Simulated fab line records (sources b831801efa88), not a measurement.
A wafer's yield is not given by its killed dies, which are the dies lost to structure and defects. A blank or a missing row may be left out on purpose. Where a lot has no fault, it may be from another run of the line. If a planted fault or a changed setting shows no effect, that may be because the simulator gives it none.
Chamber matching -- flow gf180mcu -- GF_V1_ETCH_16 on rie-diel-04: 4 sister chambers
The step etches BARC in N2/H2. 14 wafers are shown with their chamber, then 6 later ones without.

WAFERS PAIRED WITH THEIR CHAMBERS
wafer,chamber,drypump-motor-current-A (A),oes-product-au (a.u.),throttle-valve-pct (%)
L553.2,0,5.3,0.858,13.236
L553.3,3,6.7,0.852,13.218
L553.4,2,5.6,0.857,13.230
L554.1,1,5.7,0.846,13.224
L554.2,2,5.6,0.852,13.217
L554.5,0,5.3,0.853,13.232
L558.4,3,6.7,0.850,13.206
L558.6,0,5.3,0.858,13.227
L565.1,1,5.7,0.853,13.233
L565.3,3,6.7,0.852,13.234
L565.6,1,5.7,0.849,13.236
L567.2,3,6.7,0.858,13.248
L567.3,0,5.3,0.855,13.227
L567.4,3,6.8,0.854,13.231

SIGNATURES (averages over the wafers above)
reading,chamber 0,chamber 1,chamber 2,chamber 3,scatter within a chamber
drypump-motor-current-A,5.300,5.700,5.600,6.720,0.0283
oes-product-au,0.85600,0.84933,0.85450,0.85320,0.00303
throttle-valve-pct,13.23050,13.23100,13.22350,13.22740,0.0112
Rule: distance of a wafer from a chamber = root of the sum over the readings of ((wafer's reading minus chamber's mean) / reading's scatter) squared. The wafer belongs to the nearest chamber; if the next one is less than 2 further off, it can't be placed. The scatter: take each reading less its chamber's mean, square it, sum over the shown wafers, divide by the number of wafers less the number of chambers, and take the root.

WAFERS WHOSE CHAMBER IS MISSING
wafer,drypump-motor-current-A (A),oes-product-au (a.u.),throttle-valve-pct (%)
L569.2,5.7,0.860,13.240
L569.3,5.6,0.855,13.222
L569.6,5.7,0.863,13.238
L570.1,5.7,0.847,13.227
L570.5,5.7,0.858,13.215
L570.6,5.6,0.850,13.210

EACH ONE'S CHAMBER
wafer,from the rows above,in truth
L569.2,can't be placed: 1 or 2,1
L569.3,2,2
L569.6,can't be placed: 1 or 2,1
L570.1,1,1
L570.5,can't be placed: 1 or 2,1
L570.6,2,2
Correctly placed: 3 of 6. Unplaceable from these rows: 3, with the true chamber sitting among the candidates in 3. Placed wrongly: 0.
